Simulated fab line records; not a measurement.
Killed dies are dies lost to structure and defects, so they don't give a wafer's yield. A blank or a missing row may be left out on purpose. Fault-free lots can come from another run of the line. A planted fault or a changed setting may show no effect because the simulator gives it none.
fab line records	flow sky130
[record] lots = 6	wafers = 18	last_day = 50
route steps=708 shown VT_ADJUST_LVTN@104 VT_ADJUST_NCORE@119 PAD_OPEN@708
lots that met no fault: from a run of the same line without faults
start_h: hours from the record's first day to the start of the lot's first wafer shown	wait_h: how many hours have passed since the lot's step before this one	" unchanged from the row above	L1.1+2: a row that stands for several wafers	- no value, or no start was given	* or withheld: withheld	< > ~ a bound
route shown NAME@n: names a module that has steps shown in the file, with the first one's number in the route	usual: average and standard deviation across the fault-free wafers	same: alike in all rows	chamber/n: place in a boat	sites: the reading at each site	_std_site: their standard deviation	_edge_site: mean of outer sites minus mean of inner sites	radius_mm: how far each site lies from the wafer's centre	mask NAME#n: copy n	behind: tool/chamber where the wafer was last shaped	hold: reason for holding the lot/hours on hold/outcome of the hold	device: the transistor (n, p or np) that didn't switch	end of line: tests run on the same wafers once the route is complete	a step with no rows: only its recipe	killed: dies lost to structure and defects at the first sort, not the wafer's yield	map: a wafer's dies, marking killed ones x, the rest . and places with no die _
set.NAME: setting as actually run; set.NAME@STEP: the setting as run at that earlier step	model.NAME: the simulator's own value behind a step, which no gauge read
lots seen at some steps along the route; tables by step, rows by wafer
services: the hour from which a tool's chamber was out of use, counted from the record's first day as start_h (under 0 if before that day), plus the number of hours and why
[[steps]]
[step SKY_VT_ADJUST_LVTN_OVL_MEAS_07]
[usual] VT_ADJUST_LVTN_OVL = -0.2/1.3
lot.wafer	tool	chamber	start_h	wait_h	VT_ADJUST_LVTN_OVL[nm]
L750.2	overlay-01	-	137.71	-	0.8
L750.3	"	-	"	"	-0.7
L750.6	"	-	"	"	0.0
L751.2	overlay-01	-	143.11	-	0.8
L751.3	"	-	"	"	-0.3
L751.6	"	-	"	"	0.4
L761.1	overlay-02	-	212.45	-	-0.2
L761.2	"	-	"	"	-1.3
L761.5	"	-	"	"	-0.5
L762.2	overlay-02	-	220.47	-	0.8
L762.3	"	-	"	"	2.4
L762.5	"	-	"	"	0.9
L765.4	overlay-01	-	238.28	-	-2.2
L765.5	"	-	"	"	0.3
L765.6	"	-	"	"	-2.5
L773.2	overlay-01	-	293.61	-	2.0
L773.5	"	-	"	"	3.9
L773.6	"	-	"	"	0.1
[step SKY_VT_ADJUST_LVTN_IMPLANT_08]
[recipe] species = B	energy_kev = 30	dose_cm2 = 1.57e+12	tilt_deg = withheld
[step SKY_VT_ADJUST_LVTN_STRIP_09]
[recipe] chemistry = O2/N2	power_w = 1400	pressure_mtorr = 1500	platen_temp_c = withheld	o2_flow_sccm = 3000	n2_flow_sccm = 300	overash_fraction = 0.5
[usual] chamber_pressure_mTorr = 1500.0/1.4	drypump_motor_current_A = 5.7/0.48	oes_product_au = 0.723/0.0044	strip_time_to_endpoint_s = 36.88/0.1
lot.wafer	tool	chamber	start_h	wait_h	chamber_pressure_mTorr	drypump_motor_current_A	oes_product_au	rf_hours_counter_h	strip_time_to_endpoint_s
L750.2	plasma_asher-02	1	137.89	0.1	1499.0	5.8	0.718	48	36.79
L750.3	"	1	"	"	1501.7	5.8	0.723	-	36.89
L750.6	"	1	"	"	1499.3	5.8	0.721	-	36.86
L751.2	plasma_asher-04	0	143.29	0.1	1499.8	6.3	0.727	32	37.01
L751.3	"	1	"	"	1500.3	5.4	0.728	-	36.88
L751.6	"	0	"	"	1499.0	6.3	0.729	-	36.86
L761.1	plasma_asher-04	1	212.63	0.1	1500.4	5.5	0.725	37	36.99
L761.2	"	0	"	"	1499.6	6.3	0.716	37	37.04
L761.5	"	1	"	"	1500.3	5.4	0.726	-	36.98
L762.2	plasma_asher-02	1	220.65	0.1	1499.9	5.8	0.725	56	36.92
L762.3	"	0	"	"	1500.6	6.2	0.723	-	36.92
L762.5	"	1	"	"	1499.9	5.8	0.730	-	36.78
L765.4	plasma_asher-04	0	238.48	0.1	1501.1	6.3	0.724	-	36.68
L765.5	"	0	"	"	1496.7	6.4	0.728	-	36.74
L765.6	"	1	"	"	1501.3	5.5	0.727	-	36.75
L773.2	plasma_asher-02	1	293.79	0.1	1498.0	5.8	0.729	63	36.55
L773.5	"	1	"	"	1498.5	5.8	0.722	-	36.64
L773.6	"	0	"	"	1499.6	6.2	0.729	-	36.68
[step SKY_VT_ADJUST_LVTN_TW_MEAS_10]
[usual] VT_ADJUST_LVTN_TW = 240.9/1.1
lot.wafer	tool	chamber	start_h	wait_h	VT_ADJUST_LVTN_TW
L750.2	film_metro-04	-	138.00	0.1	240.0
L750.3	"	-	"	"	242.1
L750.6	"	-	"	"	240.5
L751.2	film_metro-03	-	143.40	0.1	239.6
L751.3	"	-	"	"	238.9
L751.6	"	-	"	"	237.7
L761.1	film_metro-03	-	212.73	0.1	241.5
L761.2	"	-	"	"	239.6
L761.5	"	-	"	"	240.2
L762.2	film_metro-03	-	220.76	0.1	240.6
L762.3	"	-	"	"	240.3
L762.5	"	-	"	"	239.2
L765.4	film_metro-04	-	238.58	0.1	241.3
L765.5	"	-	"	"	240.4
L765.6	"	-	"	"	239.8
L773.2	film_metro-03	-	293.90	0.1	239.1
L773.5	"	-	"	"	239.3
L773.6	"	-	"	"	238.8
[step SKY_VT_ADJUST_LVTN_DEHYDRATE_11]
[recipe] temp_c = 200	time_s = 60
[step SKY_VT_ADJUST_LVTN_HMDS_12]
[recipe] prime_time_s = 60	prime_temp_c = 120
[step SKY_VT_ADJUST_LVTN_COAT_13]
[recipe] resist = NOVOLAK	spin_rpm = 3000	resist_thk_nm = 1140
[step SKY_VT_ADJUST_LVTN_SOFTBAKE_14]
[recipe] temp_c = 90	time_s = 60	resist = NOVOLAK
[step SKY_VT_ADJUST_LVTN_EXPOSE_15]
[recipe] mask_id = HVN_STD_DERIVED	na = 0.6	source_shape = conventional	sigma_outer = 0.6	polarization = unpolarized	target_cd_nm = 600	dose_mj = 163
[step SKY_VT_ADJUST_LVTN_PEB_16]
[recipe] temp_c = withheld	time_s = *	resist = NOVOLAK
[step SKY_VT_ADJUST_LVTN_DEVELOP_17]
[recipe] resist = NOVOLAK	developer = TMAH	develop_time_s = 60	dev_temp_c = 23
[step SKY_VT_ADJUST_LVTN_OVL_MEAS_18]
[usual] VT_ADJUST_LVTN_01_OVL = 1.4/1.2
lot.wafer	tool	chamber	start_h	wait_h	VT_ADJUST_LVTN_01_OVL[nm]
L750.2	overlay-02	-	157.37	0.1	2.6
L750.3	"	-	"	"	2.3
L750.6	"	-	"	"	2.0
L751.2	overlay-01	-	163.01	0.1	2.0
L751.3	"	-	"	"	0.9
L751.6	"	-	"	"	0.6
L761.1	overlay-01	-	235.45	0.1	0.2
L761.2	"	-	"	"	0.4
L761.5	"	-	"	"	-0.4
L762.2	overlay-01	-	243.41	0.1	2.6
L762.3	"	-	"	"	1.1
L762.5	"	-	"	"	2.6
L765.4	overlay-02	-	261.57	0.1	0.6
L765.5	"	-	"	"	0.8
L765.6	"	-	"	"	0.2
L773.2	overlay-02	-	319.35	0.1	3.7
L773.5	"	-	"	"	1.6
L773.6	"	-	"	"	3.4
[step SKY_VT_ADJUST_LVTN_IMPLANT_19]
[recipe] species = B	energy_kev = 30	dose_cm2 = 6.5e+11	tilt_deg = withheld
[usual] beam_energy_keV = 29.999/0.0083	dose_ions_cm2 = 6.499e+11/7.1e+08
lot.wafer	tool	chamber	start_h	wait_h	beam_energy_keV	dose_ions_cm2	model.implant.rp_nm	model.implant.drp_nm
L750.2	implanter-03	0	157.42	0.0	30.004	6.495e+11	100.8	42.97
L750.3	"	0	"	"	29.991	6.493e+11	100.8	42.97
L750.6	"	0	"	"	29.995	6.494e+11	100.8	42.97
L751.2	implanter-02	0	163.06	0.0	29.992	6.509e+11	100.4	42.97
L751.3	"	0	"	"	29.991	6.514e+11	100.4	42.97
L751.6	"	0	"	"	29.989	6.499e+11	100.4	42.97
L761.1	implanter-03	0	235.48	0.0	26.751	6.509e+11	86.9	38.5
L761.2	"	0	"	"	26.760	6.512e+11	86.9	38.5
L761.5	"	0	"	"	26.739	6.506e+11	86.9	38.5
L762.2	implanter-03	0	243.46	0.0	26.757	6.501e+11	87.09	38.5
L762.3	"	0	"	"	26.755	6.498e+11	87.09	38.5
L762.5	"	0	"	"	26.766	6.495e+11	87.09	38.5
L765.4	implanter-04	0	261.66	0.1	30.003	6.5e+11	95.81	42.97
L765.5	"	0	"	"	29.994	6.505e+11	95.81	42.97
L765.6	"	0	"	"	29.998	6.485e+11	95.81	42.97
L773.2	implanter-02	0	319.41	0.0	30.005	6.486e+11	100.7	42.97
L773.5	"	0	"	"	30.009	6.5e+11	100.7	42.97
L773.6	"	0	"	"	29.989	6.501e+11	100.7	42.97
[step SKY_VT_ADJUST_LVTN_STRIP_20]
[recipe] chemistry = O2/N2	power_w = 1400	pressure_mtorr = 1500	platen_temp_c = withheld	o2_flow_sccm = 3000	n2_flow_sccm = 300	overash_fraction = 0.5
[usual] chamber_pressure_mTorr = 1500.2/1.3	drypump_motor_current_A = 5.7/0.47	oes_product_au = 0.716/0.0048	strip_time_to_endpoint_s = 14.17/0.046
lot.wafer	tool	chamber	start_h	wait_h	chamber_pressure_mTorr	drypump_motor_current_A	oes_product_au	rf_hours_counter_h	strip_time_to_endpoint_s
L750.2	plasma_asher-02	0	157.55	0.1	1498.4	6.2	0.713	50	14.17
L750.3	"	1	"	"	1497.4	5.8	0.711	-	14.13
L750.6	"	1	"	"	1497.1	5.8	0.711	-	14.16
L751.2	plasma_asher-01	1	163.19	0.1	1498.7	5.5	0.713	48	14.15
L751.3	"	1	"	"	1499.8	5.5	0.721	-	14.13
L751.6	"	1	"	"	1499.8	5.5	0.719	-	14.21
L761.1	plasma_asher-04	1	235.63	0.1	1502.2	5.4	0.717	39	14.21
L761.2	"	0	"	"	1500.1	6.3	0.716	39	14.21
L761.5	"	1	"	"	1501.4	5.4	0.716	-	14.25
L762.2	plasma_asher-01	1	243.59	0.1	1500.6	5.5	0.713	55	14.20
L762.3	"	0	"	"	1499.5	5.0	0.722	-	14.23
L762.5	"	0	"	"	1497.8	4.9	0.722	-	14.19
L765.4	plasma_asher-02	1	261.77	0.1	1501.5	5.8	0.713	-	14.26
L765.5	"	1	"	"	1499.4	5.8	0.711	-	14.26
L765.6	"	0	"	"	1501.3	6.2	0.724	-	14.24
L773.2	plasma_asher-02	0	319.53	0.1	1497.9	6.2	0.713	66	14.22
L773.5	"	0	"	"	1502.6	6.2	0.718	-	14.14
L773.6	"	1	"	"	1499.2	5.8	0.718	-	14.19
[step SKY_VT_ADJUST_LVTN_TW_MEAS_21]
[usual] VT_ADJUST_LVTN_2_TW = 187.5/0.85
lot.wafer	tool	chamber	start_h	wait_h	VT_ADJUST_LVTN_2_TW
L750.2	film_metro-01	-	157.66	0.1	187.4
L750.3	"	-	"	"	186.8
L750.6	"	-	"	"	186.5
L751.2	film_metro-03	-	163.30	0.1	186.5
L751.3	"	-	"	"	186.5
L751.6	"	-	"	"	187.0
L761.1	film_metro-04	-	235.73	0.1	184.3
L761.2	"	-	"	"	184.8
L761.5	"	-	"	"	184.6
L762.2	film_metro-03	-	243.70	0.1	182.9
L762.3	"	-	"	"	183.0
L762.5	"	-	"	"	183.4
L765.4	film_metro-03	-	261.87	0.1	187.0
L765.5	"	-	"	"	187.6
L765.6	"	-	"	"	187.0
L773.2	film_metro-03	-	319.64	0.1	188.3
L773.5	"	-	"	"	187.5
L773.6	"	-	"	"	187.0
[step SKY_VT_ADJUST_NCORE_DEHYDRATE_00]
[recipe] temp_c = 200	time_s = 60
[step SKY_PAD_OPEN_PROBE_99]
[usual] killed_at_M0_to_M3 = 43/6.9	killed_at_M4_up = 3.2/2	killed_at_contacts = 25/5.1	killed_at_front_end = 15/4.5	killed_at_other = 0.2/0.51	killed_dies = 85/9.5	killed_on_rim = 16/3.7	killed_open = 48/6.9	killed_short = 38/6.7
[same] gross_dies = 492	killed_at_back_side = 0
lot.wafer	tool	chamber	start_h	wait_h	killed_at_M0_to_M3	killed_at_M4_up	killed_at_contacts	killed_at_front_end	killed_at_other	killed_dies	killed_on_rim	killed_open	killed_short
L750.2	prober-02	-	1070.20	0.1	40	5	19	13	0	77	12	46	31
L750.3	prober-02	-	1070.25	0.2	50	1	21	16	1	89	14	50	39
L750.6	prober-02	-	1070.40	0.2	47	4	31	15	0	97	18	46	51
L761.1	prober-01	-	1139.34	0.1	50	3	29	20	0	102	21	62	40
L761.2	prober-01	-	1139.39	0.1	45	9	18	22	0	94	15	48	46
L761.5	prober-01	-	1139.54	0.2	60	4	33	22	0	119	29	71	48
// killed by level:class
L750.2 VIA3:geometric_particle:open=8 VIA1:geometric_particle:open=8 CONTACT:geometric_particle:open=7 VIA2:geometric_particle:open=7 CONTACT:geometric_particle:short=6 VIA3:geometric_particle:short=4 FIELD_ISO:geometric_particle:open=3 FIELD_ISO:geometric_particle:short=3
L750.3 VIA3:geometric_particle:open=10 VIA1:geometric_particle:open=9 METAL1:geometric_particle:short=8 LI_CONTACT:geometric_particle:open=7 VIA1:geometric_particle:short=7 CONTACT:geometric_particle:open=6 VIA2:geometric_particle:open=5 FIELD_ISO:geometric_particle:open=4
L750.6 VIA1:geometric_particle:open=12 VIA3:geometric_particle:open=10 VIA1:geometric_particle:short=9 LI_CONTACT:geometric_particle:short=8 CONTACT:geometric_particle:short=7 FIELD_ISO:geometric_particle:open=6 LI_CONTACT:geometric_particle:open=6 CONTACT:geometric_particle:open=6
L761.1 VIA1:geometric_particle:open=15 LI_CONTACT:geometric_particle:open=10 CONTACT:geometric_particle:open=8 METAL2:geometric_particle:short=8 VIA2:geometric_particle:open=8 FIELD_ISO:geometric_particle:open=6 POLY_GATE:geometric_particle:short=6 LOCAL_INTERCONNECT:geometric_particle:short=5
L761.2 VIA2:geometric_particle:open=8 METAL2:geometric_particle:short=8 VIA1:geometric_particle:open=8 FIELD_ISO:geometric_particle:short=7 POLY_GATE:geometric_particle:open=7 METAL4:geometric_particle:short=7 VIA3:geometric_particle:open=6 CONTACT:geometric_particle:open=6
L761.5 CONTACT:geometric_particle:open=15 VIA1:geometric_particle:open=13 VIA2:geometric_particle:open=11 LI_CONTACT:geometric_particle:open=7 VIA1:geometric_particle:short=7 VIA3:geometric_particle:short=7 FIELD_ISO:geometric_particle:open=6 METAL3:geometric_particle:short=6
[[services]]
tool	chamber	start_h	hours	kind
implanter-02	-	124.19	2.7	repair
implanter-03	-	126.77	1.8	repair
implanter-04	-	135.60	1.8	repair
implanter-04	-	160.68	4.0	repair
implanter-03	-	169.40	16.4	pm
implanter-02	-	190.07	6.4	pm
plasma_asher-04	-	197.58	12.7	repair
implanter-04	-	200.25	2.2	repair
implanter-03	-	200.78	3.0	repair
plasma_asher-01	-	207.45	2.7	repair
plasma_asher-04	-	295.52	1.5	repair
implanter-04	-	307.20	4.0	pm
implanter-03	-	316.90	5.0	repair
[[key]]
[first_sign] step = SKY_VT_ADJUST_LVTN_IMPLANT_19	reading = beam_energy_keV	direction = down	sigmas = 99+	usual = *	struck = *
[effect] step = SKY_VT_ADJUST_LVTN_TW_MEAS_21	reading = VT_ADJUST_LVTN_2_TW	direction = down	sigmas = 4.4	usual = 187.5	struck = 183.8
[model_effect] step = SKY_VT_ADJUST_LVTN_IMPLANT_19	value = implant.rp_nm	without = 97.32	struck = 86.99
met_at SKY_VT_ADJUST_LVTN_IMPLANT_19
struck_wafers L761.1,L761.2,L761.5,L762.2,L762.3,L762.5
tester_left_out L761,L762
onset_between 157.42 235.48
[fault] kind = process_parameter_drift	tool = implanter-03	chamber = -	onset_h = 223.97	steps = SKY_VT_ADJUST_LVTN_IMPLANT_19	channel = energy_kev	offset = *	shape = step	end_h = 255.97	acts_in = *	stated = *
// tester_left_out: of these lots the tester's yield and bins aren't shown, on N5 and GAA mostly nor the transistor test; their killed dies are dies lost to structure and defects alone, not to doping, threshold or leakage, so they don't give the yield
